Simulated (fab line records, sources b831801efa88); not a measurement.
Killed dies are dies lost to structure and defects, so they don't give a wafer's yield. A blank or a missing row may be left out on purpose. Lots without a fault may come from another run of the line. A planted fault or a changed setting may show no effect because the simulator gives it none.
A struck lot beside a sound one | flow sky130 | 38 steps out of a route of 708
Sound: wafers L572.2, L572.4, L572.6. Struck: wafers L577.3, L577.5, L577.6. The cause comes at the end.
At each step with rows: each side's tool, then ch and its chambers, then its first start. Under that, the readings that differ: sound wafers | struck wafers | difference of the means | sigmas: that difference in standard deviations of wafers without a fault.
alike: readings whose means differ by less than 2 such deviations, and words and numbers that are the same on both sides. not compared: withheld readings, readings that some wafer has no value for, bounds like >300 that may hide the same value, and numbers for which the record gives no deviation and whose values overlap.
The two part at a step that has a row with sigmas, a row that says differs or no value, or rows on one side only. Numbers that don't overlap but have no deviation are shown without sigmas and don't part them. A reading that every wafer of one side lacks parts them only if that side has two wafers or more.

first, 10 steps without rows for these wafers: SKY_RES_PROTECT_DEHYDRATE_00 (time 60 s); SKY_RES_PROTECT_HMDS_01 (prime time 60 s); SKY_RES_PROTECT_COAT_02 (resist thk 1140 nm); SKY_RES_PROTECT_SOFTBAKE_03 (time 60 s); SKY_RES_PROTECT_EXPOSE_04 (exposes mask RPM, target cd 1270 nm); SKY_RES_PROTECT_PEB_05; SKY_RES_PROTECT_DEVELOP_06 (develop time 60 s); SKY_POLY_GATE_IMPLANT_02; SKY_RES_PROTECT_STRIP_07 (strips in O2/N2); SKY_RES_PROTECT_CLEAN_09 (cleans in SC1/SC2, time 150 s).
SKY_POLY_GATE_CVD_03: deposits Si3N4 from DCS/NH3, target thk 75 nm, time 1290 s.
  sound on lpcvd-02 ch 0, day 18 02:26; struck on lpcvd-02 ch 0, day 19 22:26
  reading                                     | sound             | struck            | difference | sigmas
  model.Si3N4_of_POLY_GATE_CVD_03.thk_nm (nm) | 74.64 74.77 74.47 | 101.1 100.5 99.89 | +25.9      |
  alike: zone_power_centre_pct, zone_power_top_pct, zone_power_upper_pct
SKY_POLY_GATE_THK_MEAS_04:
  sound on film_metro-04, day 18 03:49; struck on film_metro-01, day 19 23:49
  reading                   | sound          | struck           | difference | sigmas
  POLY_GATE_CVD_03_THK (nm) | 74.6 74.7 74.5 | 101.1 100.5 99.7 | +25.8      | +38
then, 9 steps without rows for these wafers: SKY_POLY_GATE_DEHYDRATE_05 (time 60 s); SKY_POLY_GATE_HMDS_06 (prime time 60 s); SKY_POLY_GATE_COAT_07 (resist thk 110 nm); SKY_POLY_GATE_COAT_08 (resist thk 450 nm); SKY_POLY_GATE_SOFTBAKE_09 (time 90 s); SKY_POLY_GATE_EXPOSE_10 (exposes mask P1M, target cd 150 nm); SKY_POLY_GATE_PEB_11; SKY_POLY_GATE_DEVELOP_12 (develop time 60 s); SKY_POLY_GATE_ETCH_15 (etches BARC in N2/H2, stops on SiO2, time 118.5 s, target depth 110 nm).
SKY_POLY_GATE_ETCH_16: etches Si3N4 in CH3F/O2, stops on poly-Si, time 147.5 s, target depth 75 nm.
  sound on rie_diel-03 ch 0,1, day 19 11:29; struck on rie_diel-02 ch 2,3, day 21 08:27
  reading                  | sound             | struck            | difference | sigmas
  oes_product_au (a.u.)    | 0.634 0.632 0.646 | 0.721 0.730 0.728 | +0.089     | +17
  model.etch.depth_nm (nm) | 74.64 74.77 74.47 | 101.1 100.5 99.89 | +25.9      |
  alike: O2_flow_sccm, drypump_motor_current_A, throttle_valve_pct
  not compared: rf_hours_counter_h
then, 13 steps without rows for these wafers: SKY_POLY_GATE_ETCH_17 (etches poly-Si in HBr/Cl2, stops on SiO2, target depth 180 nm, time 70.5 s); SKY_POLY_GATE_STRIP_18 (strips in O2/N2); SKY_POLY_GATE_CLEAN_19 (cleans in SC1/SC2, time 150 s); SKY_POLY_GATE_OXIDATION_20 (stabilise 600 s, purge 300 s, target thk 4 nm); SKY_LDD_N_DEHYDRATE_00 (time 60 s); SKY_LDD_N_HMDS_01 (prime time 60 s); SKY_LDD_N_COAT_02 (resist thk 300 nm); SKY_LDD_N_SOFTBAKE_03 (time 60 s); SKY_LDD_N_EXPOSE_04 (exposes mask NTM, target cd 840 nm); SKY_LDD_N_PEB_05; SKY_LDD_N_DEVELOP_06 (develop time 60 s); SKY_LDD_N_IMPLANT_08; SKY_LDD_N_IMPLANT_09.
-- the record jumps here: 6 days lie between the struck wafers' starts before and after (it left off in module LDD_N and takes up again in module LDD_LDN, whose first step shown is number 303 of the route) --
SKY_LDD_LDN_CLEAN_14: cleans in SC1/SC2, time 150 s.
  sound on wet_bench-03 ch 1, day 26 04:12; struck on wet_bench-02 ch 0, day 27 19:18
  reading                                     | sound            | struck          | difference | sigmas
  model.Si3N4_of_POLY_GATE_CVD_03.thk_nm (nm) | 74.5 74.64 74.33 | 101 100.3 99.75 | +26        |
  alike: bath_heat_duty_pct
SKY_POLY_CUT_ETCH_11: etches Si3N4 in CF4/CH2F2/Ar, stops on poly-Si, time 42.5 s, target depth 60 nm.
  sound on rie_diel-02 ch 1,3, day 27 11:43; struck on rie_diel-01 ch 0,1,3, day 29 02:09
  reading                              | sound             | struck            | difference | sigmas
  oes_product_au (a.u.)                | 0.824 0.825 0.823 | 0.975 0.989 0.974 | +0.155     | +24
  model.etch.depth_nm (nm)             | 61.29 61.5 61.38  | 84.09 83.45 82.73 | +22.03     |
  model.POLY_CUT.feature_depth_nm (nm) | 61.29 61.5 61.38  | 84.09 83.45 82.73 | +22.03     |
  alike: drypump_motor_current_A, throttle_valve_pct
  not compared: rf_hours_counter_h
-- the record jumps here: 20 days lie between the struck wafers' starts before and after (it left off in module POLY_CUT and takes up again in module PAD_OPEN, whose first step shown is number 708 of the route) --
SKY_PAD_OPEN_PROBE_99:
  sound on prober-01, day 48 03:36; struck on prober-02, day 49 08:52
  reading                             | sound             | struck            | difference | sigmas
  killed_at_front_end                 | 16 15 8           | 157 139 28        | +95        | +23
  killed_dies                         | 106 80 70         | 225 199 82        | +83        | +8
  killed_on_rim                       | 14 14 16          | 89 41 18          | +35        | +8
  model.etest.licon_high_po.rc_ohm    | 352.2 350.5 350.3 | 388.9 371.2 360.1 | +22.4      |
  model.etest.licon_poly.rc_ohm       | 156.7 160.6 152.4 | 142.7 146.8 142.6 | -12.5      |
  model.etest.cap_li_to_poly.c_af_um2 | 96.71 99.28 99.46 | 103.5 102 101.5   | +3.8       |
  alike: killed_at_M0_to_M3, killed_at_M4_up, killed_at_contacts, killed_at_other, killed_open, killed_short

WHERE THEY PART
First at SKY_POLY_GATE_THK_MEAS_04; last, within this record, at SKY_PAD_OPEN_PROBE_99.

WHY: what the simulator had put in
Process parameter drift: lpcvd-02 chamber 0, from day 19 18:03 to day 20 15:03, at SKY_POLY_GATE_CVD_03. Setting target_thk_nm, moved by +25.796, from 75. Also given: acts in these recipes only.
